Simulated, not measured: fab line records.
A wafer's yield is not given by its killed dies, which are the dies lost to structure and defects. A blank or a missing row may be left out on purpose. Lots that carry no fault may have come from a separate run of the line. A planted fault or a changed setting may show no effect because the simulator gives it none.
Matching of chambers    flow gf180mcu    4 sister chambers for GF_V4_CMP_26 on cmp-02
The step polishes, stops on SiO2, t overpolish 15 s, target thk 0 nm. 8 wafers are shown with their chamber, then 9 later ones without.

== WAFERS, EACH WITH ITS CHAMBER ==
wafer   chamber  motorCurrentA (A)  timeToEndpointS (s)
L268.3  1        10.0               92
L272.3  3        11.4               86
L276.2  0        11.5               89
L276.4  2        10.8               87
L276.5  2        10.8               87
L282.3  0        12.3               93
L282.4  3        11.0               93
L282.6  1        10.0               92

== WAFERS WITHOUT THEIR CHAMBER ==
wafer   motorCurrentA (A)  timeToEndpointS (s)
L283.2  10.8               88
L283.3  11.3               84
L283.4  10.2               91
L284.2  11.6               86
L284.4  11.0               91
L284.6  10.1               93
L286.3  11.3               89
L286.4  11.2               90
L286.5  11.7               86

== THE CHAMBER EACH PASSED THROUGH ==
wafer   from the rows above           in truth
L283.2  can't be placed: 2 or 3       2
L283.3  can't be placed: 2 or 3 or 0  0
L283.4  can't be placed: 1 or 2       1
L284.2  can't be placed: 3 or 0 or 2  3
L284.4  can't be placed: 3 or 2       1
L284.6  1                             1
L286.3  can't be placed: 3 or 2 or 0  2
L286.4  can't be placed: 3 or 2       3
L286.5  can't be placed: 0 or 3 or 2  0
Correct placement for 1 of the 9. These rows do not allow placing 8 (true chamber among the candidates in 7). Wrongly placed: 0.
How it was worked out, from the rows above alone: a wafer's distance from a chamber is the root of the sum, over the readings, of the square of ((its reading less the chamber's mean) divided by the reading's scatter). The wafer belongs to the nearest chamber; if the next one is less than 2 further off, it can't be placed. For every chamber, the mean is computed from those of its wafers that are shown. The scatter: take each reading less its chamber's mean, square it, sum over the shown wafers, divide by the number of wafers less the number of chambers, and take the root.
